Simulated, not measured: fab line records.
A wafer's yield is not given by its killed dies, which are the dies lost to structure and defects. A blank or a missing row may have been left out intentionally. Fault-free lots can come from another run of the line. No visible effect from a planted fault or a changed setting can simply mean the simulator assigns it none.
Which tool is to blame? :: flow sky130 :: 24 lots with 72 wafers sampled at 5 steps, on a route of 708 steps

## WHAT THE GAUGES SHOWED, per wafer
SKY_METAL1_CD_MEAS_15: the cd target is 140 nm.
lot: L074
measured: day 33 12:19
on: cdSem-02
cdNm (nm): 139.8 140.2 141.1

lot: L075
measured: day 33 15:08
on: cdSem-02
cdNm (nm): 139.1 139.2 139.9

lot: L076
measured: day 33 20:07
on: cdSem-02
cdNm (nm): 140.9 140.9 142.0

lot: L077
measured: day 33 23:51
on: cdSem-01
cdNm (nm): 138.9 136.4 138.4

lot: L078
measured: day 34 12:58
on: cdSem-02
cdNm (nm): 139.3 140.4 139.0

lot: L079
measured: day 34 14:31
on: cdSem-02
cdNm (nm): 141.7 141.2 141.0

lot: L080
measured: day 35 00:49
on: cdSem-02
cdNm (nm): 139.8 141.3 139.2

lot: L081
measured: day 35 12:01
on: cdSem-02
cdNm (nm): 139.1 139.8 138.8

lot: L082
measured: day 35 15:07
on: cdSem-02
cdNm (nm): 141.7 141.8 142.6

lot: L083
measured: day 36 12:07
on: cdSem-01
cdNm (nm): 140.3 139.5 138.6

lot: L084
measured: day 36 14:18
on: cdSem-01
cdNm (nm): 139.7 140.4 142.0

lot: L085
measured: day 36 20:59
on: cdSem-01
cdNm (nm): 139.2 137.9 139.0

lot: L086
measured: day 37 01:13
on: cdSem-01
cdNm (nm): 140.0 139.9 139.1

lot: L087
measured: day 37 09:40
on: cdSem-01
cdNm (nm): 142.3 142.1 141.2

lot: L088
measured: day 37 14:20
on: cdSem-01
cdNm (nm): 139.3 139.9 138.3

lot: L089
measured: day 37 20:08
on: cdSem-02
cdNm (nm): 140.3 141.7 140.9

lot: L090
measured: day 38 02:58
on: cdSem-02
cdNm (nm): 142.6 141.5 141.5

lot: L091
measured: day 38 13:37
on: cdSem-02
cdNm (nm): 139.5 140.6 141.1

lot: L092
measured: day 38 16:12
on: cdSem-01
cdNm (nm): 140.7 141.0 139.6

lot: L093
measured: day 39 04:42
on: cdSem-01
cdNm (nm): 137.7 137.6 136.8

lot: L094
measured: day 39 05:07
on: cdSem-02
cdNm (nm): 140.4 141.5 140.2

lot: L095
measured: day 39 09:28
on: cdSem-01
cdNm (nm): 141.9 142.2 141.3

lot: L097
measured: day 40 08:38
on: cdSem-02
cdNm (nm): 141.1 141.0 141.0

lot: L096
measured: day 40 11:29
on: cdSem-01
cdNm (nm): 141.1 140.0 140.5

SKY_VIA2_CD_MEAS_12: the cd target is 200 nm.
lot: L074
measured: day 36 23:57
on: cdSem-02
cdNm (nm): 203.0 201.3 201.7

lot: L075
measured: day 37 04:29
on: cdSem-02
cdNm (nm): 202.0 200.3 201.4

lot: L076
measured: day 37 07:44
on: cdSem-01
cdNm (nm): 199.8 199.9 198.7

lot: L077
measured: day 37 11:18
on: cdSem-02
cdNm (nm): 200.4 199.0 199.5

lot: L078
measured: day 37 23:58
on: cdSem-01
cdNm (nm): 199.0 198.0 199.7

lot: L079
measured: day 38 02:58
on: cdSem-01
cdNm (nm): 201.3 201.0 201.1

lot: L080
measured: day 38 10:58
on: cdSem-02
cdNm (nm): 198.4 199.1 198.1

lot: L081
measured: day 38 22:19
on: cdSem-02
cdNm (nm): 201.5 200.2 200.3

lot: L082
measured: day 39 01:09
on: cdSem-02
cdNm (nm): 198.5 197.8 198.9

lot: L083
measured: day 39 21:29
on: cdSem-02
cdNm (nm): 199.9 200.9 199.8

lot: L084
measured: day 39 22:41
on: cdSem-02
cdNm (nm): 200.3 200.1 199.9

lot: L085
measured: day 40 05:19
on: cdSem-01
cdNm (nm): 198.1 199.7 199.3

lot: L086
measured: day 40 09:47
on: cdSem-01
cdNm (nm): 199.1 197.1 197.8

lot: L087
measured: day 40 19:19
on: cdSem-02
cdNm (nm): 200.8 200.4 199.7

lot: L088
measured: day 40 21:27
on: cdSem-01
cdNm (nm): 198.8 197.3 200.2

lot: L089
measured: day 41 03:35
on: cdSem-01
cdNm (nm): 199.9 201.9 202.2

lot: L090
measured: day 41 09:56
on: cdSem-02
cdNm (nm): 199.4 198.5 199.2

lot: L091
measured: day 41 18:59
on: cdSem-02
cdNm (nm): 201.6 201.5 201.4

lot: L092
measured: day 41 21:44
on: cdSem-02
cdNm (nm): 199.3 199.0 198.6

lot: L093
measured: day 42 10:05
on: cdSem-02
cdNm (nm): 199.0 199.5 199.0

lot: L094
measured: day 42 11:13
on: cdSem-02
cdNm (nm): 200.6 202.1 201.4

lot: L095
measured: day 42 15:51
on: cdSem-01
cdNm (nm): 201.1 199.4 200.6

lot: L097
measured: day 43 11:29
on: cdSem-01
cdNm (nm): 201.3 201.4 203.3

lot: L096
measured: day 43 16:21
on: cdSem-01
cdNm (nm): 199.3 199.5 197.5

SKY_VIA3_THK_MEAS_01.
lot: L074
measured: day 39 06:17
on: filmMetro-01
VIA3_HDPCVD_THK (nm): 1643 1636 1642

lot: L075
measured: day 39 10:34
on: filmMetro-04
VIA3_HDPCVD_THK (nm): 1638 1649 1650

lot: L076
measured: day 39 13:06
on: filmMetro-01
VIA3_HDPCVD_THK (nm): 1627 1613 1659

lot: L077
measured: day 39 17:21
on: filmMetro-03
VIA3_HDPCVD_THK (nm): 1638 1641 1657

lot: L078
measured: day 40 04:56
on: filmMetro-03
VIA3_HDPCVD_THK (nm): 1629 1667 1658

lot: L079
measured: day 40 08:52
on: filmMetro-01
VIA3_HDPCVD_THK (nm): 1635 1628 1641

lot: L080
measured: day 40 15:49
on: filmMetro-03
VIA3_HDPCVD_THK (nm): 1634 1623 1624

lot: L081
measured: day 41 02:40
on: filmMetro-03
VIA3_HDPCVD_THK (nm): 1623 1600 1615

lot: L082
measured: day 41 05:35
on: filmMetro-04
VIA3_HDPCVD_THK (nm): 1615 1627 1624

lot: L083
measured: day 42 00:55
on: filmMetro-04
VIA3_HDPCVD_THK (nm): 1631 1638 1608

lot: L084
measured: day 42 02:20
on: filmMetro-04
VIA3_HDPCVD_THK (nm): 1634 1592 1602

lot: L085
measured: day 42 09:09
on: filmMetro-04
VIA3_HDPCVD_THK (nm): 1652 1612 1618

lot: L086
measured: day 42 13:28
on: filmMetro-04
VIA3_HDPCVD_THK (nm): 1646 1646 1642

lot: L087
measured: day 42 22:20
on: filmMetro-03
VIA3_HDPCVD_THK (nm): 1653 1624 1634

lot: L088
measured: day 42 23:44
on: filmMetro-01
VIA3_HDPCVD_THK (nm): 1624 1634 1636

lot: L089
measured: day 43 06:37
on: filmMetro-01
VIA3_HDPCVD_THK (nm): 1633 1662 1637

lot: L090
measured: day 43 12:25
on: filmMetro-04
VIA3_HDPCVD_THK (nm): 1644 1630 1644

lot: L091
measured: day 43 21:21
on: filmMetro-04
VIA3_HDPCVD_THK (nm): 1635 1646 1653

lot: L092
measured: day 43 23:37
on: filmMetro-04
VIA3_HDPCVD_THK (nm): 1629 1611 1615

lot: L093
measured: day 44 11:16
on: filmMetro-01
VIA3_HDPCVD_THK (nm): 1608 1614 1622

lot: L094
measured: day 44 12:47
on: filmMetro-01
VIA3_HDPCVD_THK (nm): 1646 1676 1649

lot: L095
measured: day 44 18:05
on: filmMetro-01
VIA3_HDPCVD_THK (nm): 1657 1652 1637

lot: L097
measured: day 45 12:26
on: filmMetro-01
VIA3_HDPCVD_THK (nm): 1626 1613 1612

lot: L096
measured: day 45 17:20
on: filmMetro-04
VIA3_HDPCVD_THK (nm): 1635 1617 1673

## TOOL THAT RAN EACH LOT (tool first, then ch and the chambers of the sampled wafers, then the start)
lot: L074
SKY_CONTACT_STRIP_19: plasmaAsher-02 ch 0,1, day 32 07:02
SKY_VIA1_CMP_02: cmp-02 ch 0,3, day 33 14:20

lot: L075
SKY_CONTACT_STRIP_19: plasmaAsher-02 ch 0,1, day 32 09:59
SKY_VIA1_CMP_02: cmp-02 ch 0,2, day 33 16:46

lot: L076
SKY_CONTACT_STRIP_19: plasmaAsher-04 ch 0,1, day 32 15:32
SKY_VIA1_CMP_02: cmp-01 ch 0,1,2, day 33 21:17

lot: L077
SKY_CONTACT_STRIP_19: plasmaAsher-01 ch 0,1, day 32 19:20
SKY_VIA1_CMP_02: cmp-01 ch 1,2,3, day 34 01:22

lot: L078
SKY_CONTACT_STRIP_19: plasmaAsher-04 ch 0,1, day 33 08:44
SKY_VIA1_CMP_02: cmp-01 ch 0,1, day 34 14:10

lot: L079
SKY_CONTACT_STRIP_19: plasmaAsher-04 ch 0, day 33 10:35
SKY_VIA1_CMP_02: cmp-01 ch 0,1,2, day 34 15:44

lot: L080
SKY_CONTACT_STRIP_19: plasmaAsher-02 ch 0,1, day 33 20:37
SKY_VIA1_CMP_02: cmp-02 ch 1,2,3, day 35 01:59

lot: L081
SKY_CONTACT_STRIP_19: plasmaAsher-02 ch 0,1, day 34 07:16
SKY_VIA1_CMP_02: cmp-01 ch 0,2, day 35 13:10

lot: L082
SKY_CONTACT_STRIP_19: plasmaAsher-04 ch 0,1, day 34 11:08
SKY_VIA1_CMP_02: cmp-01 ch 0,1, day 35 16:14

lot: L083
SKY_CONTACT_STRIP_19: plasmaAsher-02 ch 1, day 35 08:28
SKY_VIA1_CMP_02: cmp-01 ch 0,1, day 36 13:14

lot: L084
SKY_CONTACT_STRIP_19: plasmaAsher-02 ch 0,1, day 35 10:26
SKY_VIA1_CMP_02: cmp-02 ch 0,1,2, day 36 15:29

lot: L085
SKY_CONTACT_STRIP_19: plasmaAsher-02 ch 0,1, day 35 18:00
SKY_VIA1_CMP_02: cmp-01 ch 2,3, day 36 22:10

lot: L086
SKY_CONTACT_STRIP_19: plasmaAsher-02 ch 1, day 35 22:01
SKY_VIA1_CMP_02: cmp-01 ch 1,3, day 37 02:22

lot: L087
SKY_CONTACT_STRIP_19: plasmaAsher-02 ch 0,1, day 36 05:53
SKY_VIA1_CMP_02: cmp-02 ch 0,1,2, day 37 10:47

lot: L088
SKY_CONTACT_STRIP_19: plasmaAsher-04 ch 0,1, day 36 10:58
SKY_VIA1_CMP_02: cmp-01 ch 1,2, day 37 15:37

lot: L089
SKY_CONTACT_STRIP_19: plasmaAsher-02 ch 0,1, day 36 16:13
SKY_VIA1_CMP_02: cmp-02 ch 0,3, day 37 21:25

lot: L090
SKY_CONTACT_STRIP_19: plasmaAsher-04 ch 0,1, day 36 22:52
SKY_VIA1_CMP_02: cmp-01 ch 0,1,3, day 38 04:19

lot: L091
SKY_CONTACT_STRIP_19: plasmaAsher-02 ch 0,1, day 37 10:17
SKY_VIA1_CMP_02: cmp-01 ch 0,2, day 38 14:47

lot: L092
SKY_CONTACT_STRIP_19: plasmaAsher-04 ch 0,1, day 37 14:26
SKY_VIA1_CMP_02: cmp-01 ch 1,2, day 38 17:19

lot: L093
SKY_CONTACT_STRIP_19: plasmaAsher-02 ch 0,1, day 38 01:49
SKY_VIA1_CMP_02: cmp-01 ch 0,2, day 39 05:52

lot: L094
SKY_CONTACT_STRIP_19: plasmaAsher-04 ch 0,1, day 38 02:30
SKY_VIA1_CMP_02: cmp-02 ch 1,2,3, day 39 06:16

lot: L095
SKY_CONTACT_STRIP_19: plasmaAsher-04 ch 0,1, day 38 07:16
SKY_VIA1_CMP_02: cmp-01 ch 0,1,2, day 39 10:35

lot: L097
SKY_CONTACT_STRIP_19: plasmaAsher-01 ch 0,1, day 39 06:17
SKY_VIA1_CMP_02: cmp-02 ch 0,2, day 40 09:47

lot: L096
SKY_CONTACT_STRIP_19: plasmaAsher-04 ch 0,1, day 39 09:27
SKY_VIA1_CMP_02: cmp-02 ch 2,3, day 40 12:37
- SKY_CONTACT_STRIP_19: strips in O2/N2.
- SKY_VIA1_CMP_02: polishes SiO2.

## AS READ BY THE TOOLS THEMSELVES (means over the sampled wafers that have a number; for cases with no such wafer, the mark the record gives instead)
SKY_CONTACT_STRIP_19.
lot: L074
tool: plasmaAsher-02
drypumpMotorCurrentA (A): 5.3
oesProductAu (a.u.): 0.375
stripTimeToEndpointS (s): 3.56

lot: L075
tool: plasmaAsher-02
drypumpMotorCurrentA (A): 5.7
oesProductAu (a.u.): 0.388
stripTimeToEndpointS (s): 3.61

lot: L076
tool: plasmaAsher-04
drypumpMotorCurrentA (A): 6.3
oesProductAu (a.u.): 0.383
stripTimeToEndpointS (s): 3.61

lot: L077
tool: plasmaAsher-01
drypumpMotorCurrentA (A): 6.1
oesProductAu (a.u.): 0.378
stripTimeToEndpointS (s): 3.65

lot: L078
tool: plasmaAsher-04
drypumpMotorCurrentA (A): 6.3
oesProductAu (a.u.): 0.379
stripTimeToEndpointS (s): 3.63

lot: L079
tool: plasmaAsher-04
drypumpMotorCurrentA (A): 6.6
oesProductAu (a.u.): 0.384
stripTimeToEndpointS (s): 3.63

lot: L080
tool: plasmaAsher-02
drypumpMotorCurrentA (A): 5.7
oesProductAu (a.u.): 0.382
stripTimeToEndpointS (s): 3.58

lot: L081
tool: plasmaAsher-02
drypumpMotorCurrentA (A): 5.3
oesProductAu (a.u.): 0.381
stripTimeToEndpointS (s): 3.58

lot: L082
tool: plasmaAsher-04
drypumpMotorCurrentA (A): 6.1
oesProductAu (a.u.): 0.378
stripTimeToEndpointS (s): 3.60

lot: L083
tool: plasmaAsher-02
drypumpMotorCurrentA (A): 6.1
oesProductAu (a.u.): 0.380
stripTimeToEndpointS (s): 3.61

lot: L084
tool: plasmaAsher-02
drypumpMotorCurrentA (A): 5.3
oesProductAu (a.u.): 0.384
stripTimeToEndpointS (s): 3.66

lot: L085
tool: plasmaAsher-02
drypumpMotorCurrentA (A): 5.7
oesProductAu (a.u.): 0.383
stripTimeToEndpointS (s): 3.67

lot: L086
tool: plasmaAsher-02
drypumpMotorCurrentA (A): 6.0
oesProductAu (a.u.): 0.380
stripTimeToEndpointS (s): 3.58

lot: L087
tool: plasmaAsher-02
drypumpMotorCurrentA (A): 5.7
oesProductAu (a.u.): 0.381
stripTimeToEndpointS (s): 3.55

lot: L088
tool: plasmaAsher-04
drypumpMotorCurrentA (A): 6.3
oesProductAu (a.u.): 0.385
stripTimeToEndpointS (s): 3.61

lot: L089
tool: plasmaAsher-02
drypumpMotorCurrentA (A): 5.4
oesProductAu (a.u.): 0.384
stripTimeToEndpointS (s): 3.69

lot: L090
tool: plasmaAsher-04
drypumpMotorCurrentA (A): 6.1
oesProductAu (a.u.): 0.381
stripTimeToEndpointS (s): 3.66

lot: L091
tool: plasmaAsher-02
drypumpMotorCurrentA (A): 5.7
oesProductAu (a.u.): 0.382
stripTimeToEndpointS (s): 3.66

lot: L092
tool: plasmaAsher-04
drypumpMotorCurrentA (A): 6.3
oesProductAu (a.u.): 0.384
stripTimeToEndpointS (s): 3.67

lot: L093
tool: plasmaAsher-02
drypumpMotorCurrentA (A): 5.7
oesProductAu (a.u.): 0.379
stripTimeToEndpointS (s): 3.58

lot: L094
tool: plasmaAsher-04
drypumpMotorCurrentA (A): 6.3
oesProductAu (a.u.): 0.381
stripTimeToEndpointS (s): 3.63

lot: L095
tool: plasmaAsher-04
drypumpMotorCurrentA (A): 6.3
oesProductAu (a.u.): 0.378
stripTimeToEndpointS (s): 3.60

lot: L097
tool: plasmaAsher-01
drypumpMotorCurrentA (A): 6.1
oesProductAu (a.u.): 0.382
stripTimeToEndpointS (s): 3.64

lot: L096
tool: plasmaAsher-04
drypumpMotorCurrentA (A): 6.3
oesProductAu (a.u.): 0.379
stripTimeToEndpointS (s): 3.60

SKY_VIA1_CMP_02.
lot: L074
tool: cmp-02
motorCurrentA (A): 10.9
retainingRingPressureFrac: 1.001

lot: L075
tool: cmp-02
motorCurrentA (A): 12.5
retainingRingPressureFrac: 1.001

lot: L076
tool: cmp-01
motorCurrentA (A): 13.3
retainingRingPressureFrac: 1.001

lot: L077
tool: cmp-01
motorCurrentA (A): 12.6
retainingRingPressureFrac: 1.001

lot: L078
tool: cmp-01
motorCurrentA (A): 13.3
retainingRingPressureFrac: 0.998

lot: L079
tool: cmp-01
motorCurrentA (A): 13.6
retainingRingPressureFrac: 1.001

lot: L080
tool: cmp-02
motorCurrentA (A): 11.3
retainingRingPressureFrac: 1.001

lot: L081
tool: cmp-01
motorCurrentA (A): 14.2
retainingRingPressureFrac: 1.003

lot: L082
tool: cmp-01
motorCurrentA (A): 13.7
retainingRingPressureFrac: 1.000

lot: L083
tool: cmp-01
motorCurrentA (A): 13.1
retainingRingPressureFrac: 1.000

lot: L084
tool: cmp-02
motorCurrentA (A): 12.4
retainingRingPressureFrac: 0.996

lot: L085
tool: cmp-01
motorCurrentA (A): 12.9
retainingRingPressureFrac: 1.003

lot: L086
tool: cmp-01
motorCurrentA (A): 12.0
retainingRingPressureFrac: 1.004

lot: L087
tool: cmp-02
motorCurrentA (A): 12.0
retainingRingPressureFrac: 0.997

lot: L088
tool: cmp-01
motorCurrentA (A): 12.8
retainingRingPressureFrac: 1.000

lot: L089
tool: cmp-02
motorCurrentA (A): 12.3
retainingRingPressureFrac: 1.000

lot: L090
tool: cmp-01
motorCurrentA (A): 12.6
retainingRingPressureFrac: 0.997

lot: L091
tool: cmp-01
motorCurrentA (A): 14.6
retainingRingPressureFrac: 1.003

lot: L092
tool: cmp-01
motorCurrentA (A): 13.9
retainingRingPressureFrac: 0.999

lot: L093
tool: cmp-01
motorCurrentA (A): 14.5
retainingRingPressureFrac: 1.001

lot: L094
tool: cmp-02
motorCurrentA (A): 11.4
retainingRingPressureFrac: 1.003

lot: L095
tool: cmp-01
motorCurrentA (A): 13.4
retainingRingPressureFrac: 1.001

lot: L097
tool: cmp-02
motorCurrentA (A): 12.4
retainingRingPressureFrac: 1.001

lot: L096
tool: cmp-02
motorCurrentA (A): 10.6
retainingRingPressureFrac: 1.004

## THE ANSWER, worked out from the rows above alone
Rule: usual is defined by the lots themselves. Put in order of their means at a reading, lots are off if they are a third of the lots or fewer, leave a main group of 4 or more, and stand apart from it by a gap of 3 or more times the standard deviation of the main group's means; of several such gaps the widest counts. If all means in a main group match to the digits the tables above print for the reading, that group is not used. A lot without any number at a reading at which 4 lots or more have one is off too. Where the step has rows for the other lots, those lots are counted as sound. The gauges are gone through in route order, then the tools' own readings, and for those a lot's mean is taken as printed above. At the first step where some lot is off, the reading lying furthest off is the one used; lots without a number count as furthest.
No lot is off on any of the readings shown, so nothing can be concluded from this.

## WHAT HAD BEEN PUT IN BY THE SIMULATOR
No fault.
